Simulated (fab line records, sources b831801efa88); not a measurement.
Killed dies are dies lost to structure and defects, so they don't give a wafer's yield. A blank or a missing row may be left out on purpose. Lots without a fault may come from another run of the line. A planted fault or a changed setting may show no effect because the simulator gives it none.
Which tool did it? | flow gf180mcu | 14 lots, 42 wafers sampled, at 4 steps of a route of 602

WHAT THE GAUGES READ, wafer by wafer
GF_CONTACT_THK_MEAS_01. Usual: CONTACT_CVD_00_THK 299.8 nm, standard deviation 2.8.
lot  | measured     | on            | CONTACT_CVD_00_THK (nm) | flag
L261 | day 15 02:38 | film_metro-04 | 299.5 294.8 301.5       |
L262 | day 15 15:29 | film_metro-02 | 294.3 298.2 294.6       |
L263 | day 15 21:22 | film_metro-02 | 295.6 299.3 299.4       |
L264 | day 16 08:34 | film_metro-02 | 300.3 300.7 299.2       |
L265 | day 16 17:05 | film_metro-02 | 298.9 301.6 296.5       |
L266 | day 17 02:58 | film_metro-02 | 298.9 301.4 297.7       |
L268 | day 17 23:03 | film_metro-02 | 296.3 294.9 295.4       |
L271 | day 18 19:49 | film_metro-01 | 296.7 297.9 298.4       |
L275 | day 20 10:15 | film_metro-04 | 301.7 297.1 301.4       |
L279 | day 21 20:24 | film_metro-01 | 302.0 307.1 301.6       |
L281 | day 22 08:31 | film_metro-01 | 303.7 301.7 303.7       |
L282 | day 22 15:49 | film_metro-04 | 298.8 298.9 299.4       |
L283 | day 23 04:11 | film_metro-04 | 302.9 301.2 304.1       |
L284 | day 23 10:58 | film_metro-04 | 303.0 303.6 302.6       |

GF_CONTACT_THK_MEAS_03. Usual: CONTACT_CVD_02_THK 859 nm, standard deviation 9.9.
lot  | measured     | on            | CONTACT_CVD_02_THK (nm) | flag
L261 | day 15 02:46 | film_metro-02 | 847 869 855             |
L262 | day 15 15:37 | film_metro-04 | 872 875 872             |
L263 | day 15 21:30 | film_metro-01 | 825 845 854             |
L264 | day 16 08:42 | film_metro-01 | 848 863 869             |
L265 | day 16 17:20 | film_metro-04 | 858 871 872             |
L266 | day 17 03:05 | film_metro-04 | 867 839 845             |
L268 | day 17 23:11 | film_metro-01 | 857 864 871             |
L271 | day 18 19:56 | film_metro-02 | 858 852 869             |
L275 | day 20 10:23 | film_metro-01 | 848 851 863             |
L279 | day 21 20:32 | film_metro-04 | 861 872 871             |
L281 | day 22 08:40 | film_metro-01 | 849 860 867             |
L282 | day 22 15:56 | film_metro-01 | 844 874 868             |
L283 | day 23 04:19 | film_metro-04 | 854 873 865             |
L284 | day 23 11:06 | film_metro-01 | 844 855 849             |

WHICH TOOL RAN EACH LOT (tool, then ch and the chambers of the sampled wafers, then the start)
lot  | GF_VT_IMPLANT_IMPLANT_30        | GF_HV_LDD_ETCHBACK_58
L261 | implanter-04 ch 0, day 6 20:22  | rie_diel-01 ch 1,2, day 12 09:54
L262 | implanter-04 ch 0, day 7 04:28  | rie_diel-02 ch 1,2,3, day 12 22:47
L263 | implanter-04 ch 0, day 7 10:56  | rie_diel-04 ch 0,1,2, day 13 05:08
L264 | implanter-02 ch 0, day 7 19:16  | rie_diel-02 ch 2,3, day 13 15:15
L265 | implanter-04 ch 0, day 7 23:12  | rie_diel-01 ch 0,1, day 13 22:25
L266 | implanter-01 ch 0, day 8 05:18  | rie_diel-04 ch 0,2,3, day 14 08:55
L268 | implanter-04 ch 0, day 8 22:56  | rie_diel-01 ch 2,3, day 15 03:34
L271 | implanter-04 ch 0, day 9 16:14  | rie_diel-01 ch 0,3, day 15 20:40
L275 | implanter-04 ch 0, day 10 18:39 | rie_diel-01 ch 1,2,3, day 17 08:29
L279 | implanter-01 ch 0, day 11 21:19 | rie_diel-02 ch 0,1, day 18 18:20
L281 | implanter-01 ch 0, day 12 09:15 | rie_diel-02 ch 1,2,3, day 19 07:52
L282 | implanter-01 ch 0, day 12 17:25 | rie_diel-04 ch 0,1,3, day 19 16:01
L283 | implanter-04 ch 0, day 12 21:27 | rie_diel-04 ch 0,1,2, day 20 02:40
L284 | implanter-04 ch 0, day 13 07:36 | rie_diel-04 ch 0,1,3, day 20 10:14
- GF_VT_IMPLANT_IMPLANT_30
- GF_HV_LDD_ETCHBACK_58: etches Si3N4 in CH3F/O2, stops on SiO2, time 100 s, target depth 90 nm.

WHAT THE TOOLS THEMSELVES READ (means of the sampled wafers that have a number; where no wafer has one, the mark that the record gives instead)
GF_VT_IMPLANT_IMPLANT_30. Usual: beam_energy_keV 25.000, standard deviation 0.008.
lot  | tool         | beam_energy_keV | flag
L261 | implanter-04 | 24.998          |
L262 | implanter-04 | 24.997          |
L263 | implanter-04 | 24.999          |
L264 | implanter-02 | 25.008          |
L265 | implanter-04 | 25.008          |
L266 | implanter-01 | 24.997          |
L268 | implanter-04 | 24.993          |
L271 | implanter-04 | 25.693          | OFF
L275 | implanter-04 | 25.688          | OFF
L279 | implanter-01 | 24.999          |
L281 | implanter-01 | 24.989          |
L282 | implanter-01 | 24.993          |
L283 | implanter-04 | 25.005          |
L284 | implanter-04 | 25.013          |

GF_HV_LDD_ETCHBACK_58. Usual: drypump_motor_current_A 5.7 A, standard deviation 0.5; oes_product_au 0.845 a.u., standard deviation 0.0052; throttle_valve_pct 10.560 %, standard deviation 0.01.
lot  | tool        | drypump_motor_current_A (A) | oes_product_au (a.u.) | throttle_valve_pct (%) | flag
L261 | rie_diel-01 | 6.0                         | 0.848                 | 10.559                 |
L262 | rie_diel-02 | 5.8                         | 0.848                 | 10.552                 |
L263 | rie_diel-04 | 5.6                         | 0.846                 | 10.553                 |
L264 | rie_diel-02 | 5.9                         | 0.846                 | 10.555                 |
L265 | rie_diel-01 | 5.2                         | 0.844                 | 10.565                 |
L266 | rie_diel-04 | 6.0                         | 0.844                 | 10.554                 |
L268 | rie_diel-01 | 6.0                         | 0.841                 | 10.557                 |
L271 | rie_diel-01 | 5.3                         | 0.845                 | 10.546                 |
L275 | rie_diel-01 | 5.6                         | 0.846                 | 10.555                 |
L279 | rie_diel-02 | 6.0                         | 0.848                 | 10.562                 |
L281 | rie_diel-02 | 5.8                         | 0.845                 | 10.555                 |
L282 | rie_diel-04 | 5.8                         | 0.844                 | 10.568                 |
L283 | rie_diel-04 | 5.6                         | 0.835                 | 10.558                 |
L284 | rie_diel-04 | 5.8                         | 0.843                 | 10.563                 |

THE ANSWER, worked out from the rows above alone
Rule: a lot is off if the mean of its wafers that have a number lies more than 3 standard deviations from the usual mean. A lot without any number at a reading at which 4 lots or more have one is off too. The other lots that the step has rows for count as sound. The gauges are gone through in route order, then the tools' own readings, and for those a lot's mean is taken as printed above. The first step at which some lot is off is used, and at that step the reading that is off furthest; a lot without a number counts as furthest.
Off: L271, L275, at GF_VT_IMPLANT_IMPLANT_30 (beam_energy_keV).
A tool fits if, at that step or a process step before it, it ran every lot that is off, and no sound lot after the first of them. None of those tried fits.

WHAT THE SIMULATOR HAD PUT IN
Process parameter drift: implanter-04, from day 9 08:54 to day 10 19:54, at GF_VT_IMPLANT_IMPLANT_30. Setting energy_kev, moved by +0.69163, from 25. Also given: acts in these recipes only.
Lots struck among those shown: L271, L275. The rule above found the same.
